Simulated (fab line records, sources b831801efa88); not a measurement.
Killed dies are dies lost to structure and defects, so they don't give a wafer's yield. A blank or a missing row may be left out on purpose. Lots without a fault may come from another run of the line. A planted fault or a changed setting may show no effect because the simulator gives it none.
Which tool did it? | flow gf180mcu | 13 lots, 39 wafers sampled, at 6 steps of a route of 602

WHAT THE GAUGES READ, wafer by wafer
GF_POLY_GATE_THK_MEAS_17.
lot  | measured     | on            | POLY_GATE_OXIDATION_THK (nm)
L835 | day 9 02:02  | film_metro-01 | 4.01 3.96 3.93
L836 | day 9 13:35  | film_metro-01 | 3.96 4.00 4.07
L837 | day 9 19:44  | film_metro-02 | 4.05 4.04 4.06
L838 | day 10 01:06 | film_metro-01 | 3.80 3.90 3.87
L839 | day 10 12:36 | film_metro-03 | 4.07 4.11 4.10
L848 | day 13 06:44 | film_metro-01 | 4.01 4.04 4.11
L850 | day 13 14:46 | film_metro-02 | 4.00 3.95 3.99
L851 | day 13 21:09 | film_metro-02 | 4.05 4.06 3.95
L852 | day 14 22:48 | film_metro-02 | 3.96 3.89 3.90
L855 | day 15 07:54 | film_metro-02 | 4.07 4.01 4.06
L856 | day 15 09:08 | film_metro-02 | 3.98 4.01 3.98
L857 | day 16 02:22 | film_metro-02 | 3.85 4.00 3.86
L858 | day 16 14:48 | film_metro-02 | 3.83 3.75 3.71

GF_HV_LDD_THK_MEAS_57.
lot  | measured     | on            | HV_LDD_CVD_56_THK (nm)
L835 | day 12 07:26 | film_metro-03 | 89.1 88.6 90.2
L836 | day 12 21:08 | film_metro-01 | 87.6 88.2 88.4
L837 | day 13 01:00 | film_metro-04 | 89.9 89.6 89.7
L838 | day 13 09:57 | film_metro-04 | 88.5 89.5 89.2
L839 | day 13 22:22 | film_metro-03 | 89.8 89.9 90.2
L848 | day 17 01:46 | film_metro-04 | 90.8 90.9 91.7
L850 | day 17 09:20 | film_metro-04 | 89.9 90.1 89.3
L851 | day 17 15:38 | film_metro-01 | 89.9 90.9 90.2
L852 | day 18 21:49 | film_metro-01 | 90.0 90.7 90.2
L855 | day 19 06:44 | film_metro-03 | 89.3 90.0 89.9
L856 | day 19 09:14 | film_metro-03 | 91.1 90.8 90.8
L857 | day 20 03:17 | film_metro-03 | 91.0 89.3 89.4
L858 | day 20 17:43 | film_metro-04 | 92.1 92.1 92.1

GF_NSD_TW_MEAS_12.
lot  | measured     | on            | NSD_TW
L835 | day 13 04:02 | film_metro-02 | 4226 4255 4230
L836 | day 13 17:46 | film_metro-01 | 4260 4248 4226
L837 | day 13 22:12 | film_metro-01 | 4229 4231 4237
L838 | day 14 06:54 | film_metro-04 | 4233 4232 4235
L839 | day 14 20:04 | film_metro-01 | 4255 4256 4246
L848 | day 18 00:43 | film_metro-01 | 4218 4185 4242
L850 | day 18 09:16 | film_metro-01 | 4226 4199 4221
L851 | day 18 15:13 | film_metro-01 | 4213 4222 4211
L852 | day 19 22:14 | film_metro-04 | 4234 4241 4223
L855 | day 20 07:31 | film_metro-02 | 4199 4201 4194
L856 | day 20 09:43 | film_metro-04 | 4189 4200 4204
L857 | day 21 03:22 | film_metro-02 | 4238 4237 4242
L858 | day 21 17:31 | film_metro-02 | 4218 4234 4211

GF_PSD_TW_MEAS_11.
lot  | measured     | on            | PSD_TW
L835 | day 14 00:47 | film_metro-04 | 3164 3174 3175
L836 | day 14 15:31 | film_metro-02 | 3156 3179 3175
L837 | day 14 19:32 | film_metro-04 | 3142 3165 3140
L838 | day 15 04:22 | film_metro-04 | 30 30 30
L839 | day 15 17:31 | film_metro-04 | 3159 3168 3154
L848 | day 19 01:04 | film_metro-04 | 3169 3150 3157
L850 | day 19 09:07 | film_metro-04 | 3145 3149 3160
L851 | day 19 14:37 | film_metro-04 | 3148 3138 3145
L852 | day 20 22:49 | film_metro-04 | 3137 3148 3147
L855 | day 21 07:46 | film_metro-02 | 3156 3179 3153
L856 | day 21 09:46 | film_metro-02 | 3165 3152 3167
L857 | day 22 02:53 | film_metro-04 | 3149 3138 3160
L858 | day 22 16:31 | film_metro-02 | 3158 3145 3154

WHICH TOOL RAN EACH LOT (tool, then ch and the chambers of the sampled wafers, then the start)
lot  | GF_NSD_STRIP_11                      | GF_PSD_STRIP_10
L835 | plasma_asher-01 ch 0,1, day 13 03:56 | plasma_asher-03 ch 0,1, day 14 00:42
L836 | plasma_asher-04 ch 0, day 13 17:40   | plasma_asher-03 ch 0,1, day 14 15:25
L837 | plasma_asher-01 ch 0,1, day 13 22:07 | plasma_asher-03 ch 0,1, day 14 19:27
L838 | plasma_asher-01 ch 0,1, day 14 06:48 | plasma_asher-02 ch 0,1, day 15 04:16
L839 | plasma_asher-04 ch 0,1, day 14 19:58 | plasma_asher-04 ch 0,1, day 15 17:25
L848 | plasma_asher-01 ch 0,1, day 18 00:37 | plasma_asher-02 ch 0, day 19 00:58
L850 | plasma_asher-01 ch 0,1, day 18 09:10 | plasma_asher-03 ch 0,1, day 19 09:01
L851 | plasma_asher-04 ch 0,1, day 18 15:07 | plasma_asher-02 ch 0,1, day 19 14:31
L852 | plasma_asher-02 ch 0,1, day 19 22:08 | plasma_asher-04 ch 0,1, day 20 22:43
L855 | plasma_asher-04 ch 0,1, day 20 07:22 | plasma_asher-03 ch 0,1, day 21 07:40
L856 | plasma_asher-02 ch 0,1, day 20 09:37 | plasma_asher-04 ch 0,1, day 21 09:40
L857 | plasma_asher-01 ch 0,1, day 21 03:16 | plasma_asher-03 ch 0,1, day 22 02:46
L858 | plasma_asher-02 ch 0,1, day 21 17:25 | plasma_asher-04 ch 0,1, day 22 16:25
- GF_NSD_STRIP_11: strips in O2/N2.
- GF_PSD_STRIP_10: strips in O2/N2.

WHAT THE TOOLS THEMSELVES READ (means of the sampled wafers that have a number; where no wafer has one, the mark that the record gives instead)
GF_NSD_STRIP_11.
lot  | tool            | drypump_motor_current_A (A) | heater_power_w (W) | oes_product_au (a.u.) | strip_time_to_endpoint_s (s)
L835 | plasma_asher-01 | 6.3                         | 304                | 0.487                 | 22.963
L836 | plasma_asher-04 | 5.8                         | 355                | 0.484                 | 22.944
L837 | plasma_asher-01 | 6.3                         | 307                | 0.487                 | 22.967
L838 | plasma_asher-01 | 6.2                         | 317                | 0.576                 | -
L839 | plasma_asher-04 | 5.3                         | 332                | 0.487                 | 22.929
L848 | plasma_asher-01 | 6.2                         | 313                | 0.485                 | 22.934
L850 | plasma_asher-01 | 6.3                         | 306                | 0.487                 | 22.959
L851 | plasma_asher-04 | 5.3                         | 337                | 0.484                 | 22.901
L852 | plasma_asher-02 | 5.8                         | 326                | 0.488                 | 22.951
L855 | plasma_asher-04 | 5.3                         | 335                | 0.491                 | 22.996
L856 | plasma_asher-02 | 6.2                         | 362                | 0.488                 | 22.992
L857 | plasma_asher-01 | 6.3                         | 309                | 0.489                 | 22.941
L858 | plasma_asher-02 | 5.8                         | 328                | 0.487                 | 22.971

GF_PSD_STRIP_10.
lot  | tool            | drypump_motor_current_A (A) | heater_power_w (W) | oes_product_au (a.u.) | strip_time_to_endpoint_s (s)
L835 | plasma_asher-03 | 5.8                         | 359                | 0.591                 | 16.57
L836 | plasma_asher-03 | 6.1                         | 348                | 0.596                 | 16.61
L837 | plasma_asher-03 | 5.9                         | 357                | 0.593                 | 16.49
L838 | plasma_asher-02 | 6.2                         | 352                | 0.605                 | 18.87
L839 | plasma_asher-04 | 5.6                         | 343                | 0.597                 | 16.56
L848 | plasma_asher-02 | 6.5                         | 389                | 0.590                 | 16.56
L850 | plasma_asher-03 | 6.1                         | 354                | 0.595                 | 16.54
L851 | plasma_asher-02 | 6.2                         | 355                | 0.593                 | 16.49
L852 | plasma_asher-04 | 5.6                         | 346                | 0.588                 | 16.51
L855 | plasma_asher-03 | 6.2                         | 355                | 0.591                 | 16.53
L856 | plasma_asher-04 | 5.5                         | 342                | 0.590                 | 16.55
L857 | plasma_asher-03 | 6.1                         | 351                | 0.588                 | 16.55
L858 | plasma_asher-04 | 5.6                         | 347                | 0.590                 | 16.52

THE ANSWER, worked out from the rows above alone
Rule: what is usual is taken from the lots themselves. Put in order of their means at a reading, lots are off if they are a third of the lots or fewer, leave a main group of 4 or more, and stand apart from it by a gap of 3 or more times the standard deviation of the main group's means; of several such gaps the widest counts. A main group whose means are all the same, to the digits that the tables above print for the reading, isn't used. A lot without any number at a reading at which 4 lots or more have one is off too. The other lots that the step has rows for count as sound. The gauges are gone through in route order, then the tools' own readings, and for those a lot's mean is taken as printed above. The first step at which some lot is off is used, and at that step the reading that is off furthest; a lot without a number counts as furthest.
Off: L838, at GF_PSD_TW_MEAS_11 (PSD_TW). The main group: mean 3156, standard deviation 8.9.
A tool fits if, at a process step before that reading, it ran every lot that is off, and no sound lot after the first of them. The gauges at GF_PSD_TW_MEAS_11 aren't tried: what is off there is off at GF_NSD_STRIP_11 too, on other tools, and a gauge's error can't cause that. None of those tried fits.

WHAT THE SIMULATOR HAD PUT IN
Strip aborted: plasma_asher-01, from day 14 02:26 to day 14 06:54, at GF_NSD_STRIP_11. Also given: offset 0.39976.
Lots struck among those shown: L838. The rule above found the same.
